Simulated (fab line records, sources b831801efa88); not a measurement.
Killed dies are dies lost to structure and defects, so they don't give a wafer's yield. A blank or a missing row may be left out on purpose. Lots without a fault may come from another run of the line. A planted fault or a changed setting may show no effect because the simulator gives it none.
One fault seen from 2 desks | flow sky130 | each desk has only its own numbers; what lay behind them comes last

THE METROLOGY DESK
What the gauges read, lot by lot, whatever tool the lot ran on: means of the sampled wafers that have a number. A lot is out of limits, marked OUT, if its mean lies more than 4 standard deviations from the usual mean; the brackets give that distance.
Columns: A = VT_ADJUST_NCORE_OVL at SKY_VT_ADJUST_NCORE_OVL_MEAS_08, usual 0.0 nm; B = cd_nm at SKY_VT_ADJUST_HVTR_CD_MEAS_07, usual 380.0 nm; C = SONOS_ONO_CVD_04_THK at SKY_SONOS_ONO_THK_MEAS_05, usual 5.70 nm; D = POLY_GATE_CVD_00_THK at SKY_POLY_GATE_THK_MEAS_01, usual 180.2 nm
lot  | first seen here | A    | B     | C              | D
L878 | day 8 13:58     | -1.4 | 376.0 | 5.65           | 181.5
L881 | day 9 15:42     | 1.8  | 380.1 | 5.68           | 177.9
L883 | day 10 03:15    | -1.3 | 380.5 | 8.40 (+25) OUT | 182.4
L884 | day 10 09:52    | 0.7  | 381.1 | 8.62 (+27) OUT | 180.4
L885 | day 10 16:47    | -0.4 | 376.5 | 8.54 (+26) OUT | 179.2
L892 | day 12 21:37    | 1.0  | 377.7 | 5.55           | 180.2
L895 | day 13 17:42    | 0.8  | 380.9 | 5.88           | 179.3
L894 | day 13 18:36    | 1.9  | 377.5 | 5.80           | 179.5
L897 | day 14 06:15    | 2.8  | 381.4 | 5.74           | 180.2
L899 | day 14 13:10    | -1.1 | 377.6 | 5.62           | 183.1
L900 | day 14 22:00    | -2.0 | 378.7 | 5.76           | 178.3
L901 | day 15 07:58    | -4.3 | 375.7 | 5.72           | 179.3
This desk's finding: out of limits on L883, L884, L885; first on L883, day 13 08:31 (SONOS_ONO_CVD_04_THK at SKY_SONOS_ONO_THK_MEAS_05). In limits: L878, L881, L892, L895, L894, L897, L899, L900, L901.

THE TOOL OWNER'S DESK: lpcvd-03
The tool's own readings at SKY_SONOS_ONO_CVD_04 (deposits SiO2 from SiH4/N2O, target thk 5.7199 nm): means of the sampled wafers that have a number, for each lot that ran on this tool. A lot is out of limits, marked OUT, if its mean lies more than 4 standard deviations from the usual mean; the brackets give that distance. Of its 10 readings 7 are shown: the one that was out of limits first, and those that lie furthest out on some lot.
Columns: A = spike_tc_bottom_C at SKY_SONOS_ONO_CVD_04, usual 917.0 C; B = spike_tc_centre_C at SKY_SONOS_ONO_CVD_04, usual 899.2 C; C = spike_tc_lower_C at SKY_SONOS_ONO_CVD_04, usual 901.3 C; D = spike_tc_top_C at SKY_SONOS_ONO_CVD_04, usual 913 C; E = spike_tc_upper_C at SKY_SONOS_ONO_CVD_04, usual 900.7 C; F = susceptor_temp_C at SKY_SONOS_ONO_CVD_04, usual 900.0 C; G = zone_power_lower_pct at SKY_SONOS_ONO_CVD_04, usual 17.83 %
lot  | first seen here | A               | B               | C               | D              | E               | F               | G
L878 | day 11 11:27    | 915.7           | 899.2           | 901.0           | 911            | 901.3           | 900.1           | 17.99
L881 | day 12 19:59    | 915.2           | 898.6           | 902.0           | 910            | 901.0           | 900.0           | 17.71
L883 | day 13 07:16    | 945.3 (+13) OUT | 926.3 (+19) OUT | 926.8 (+27) OUT | 943 (+8.0) OUT | 926.3 (+18) OUT | 925.9 (+72) OUT | 19.15 (+6.9) OUT
L884 | day 13 12:00    | 941.2 (+12) OUT | 924.0 (+18) OUT | 927.0 (+27) OUT | 935 (+6.0) OUT | 927.9 (+19) OUT | 925.9 (+72) OUT | 18.87 (+5.5) OUT
L885 | day 13 22:41    | 941.0 (+11) OUT | 925.3 (+19) OUT | 926.9 (+27) OUT | 935 (+6.0) OUT | 927.1 (+19) OUT | 925.8 (+72) OUT | 19.14 (+6.9) OUT
L892 | day 16 08:26    | 915.9           | 898.5           | 901.3           | 910            | 901.3           | 899.4           | 17.83
L894 | day 17 08:00    | 915.0           | 898.2           | 901.2           | 910            | 900.4           | 899.9           | 17.67
L895 | day 17 08:00    | 915.9           | 897.8           | 901.7           | 910            | 901.5           | 899.9           | 17.71
L897 | day 17 22:33    | 920.5           | 899.2           | 900.3           | 917            | 899.3           | 900.5           | 17.82
L899 | day 18 03:40    | 915.9           | 897.1           | 901.3           | 910            | 900.8           | 899.8           | 17.78
L900 | day 18 13:55    | 919.9           | 900.6           | 900.5           | 917            | 900.3           | 899.9           | 18.01
L901 | day 19 06:05    | 914.4           | 898.3           | 901.5           | 911            | 901.3           | 900.4           | 17.86
This desk's finding: out of limits on L883, L884, L885; first on L883, day 13 07:16 (spike_tc_bottom_C at SKY_SONOS_ONO_CVD_04). In limits: L878, L881, L892, L894, L895, L897, L899, L900, L901.

PUT TOGETHER
The tool owner's desk could have raised an alarm at day 13 07:16, on L883, L884, L885.
The metrology desk could have raised an alarm at day 13 08:31, on L883, L884, L885.
Of the lots named, all ran SKY_SONOS_ONO_CVD_04 on lpcvd-03.

WHAT THE SIMULATOR HAD PUT IN
Process parameter drift: lpcvd-03, from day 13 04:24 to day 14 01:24, at SKY_SONOS_ONO_CVD_04. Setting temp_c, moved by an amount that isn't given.
Lots struck among those shown: L883, L884, L885.
Hours from the fault's start to each desk's first reading out of limits: the tool owner's desk, 3; the metrology desk, 4.
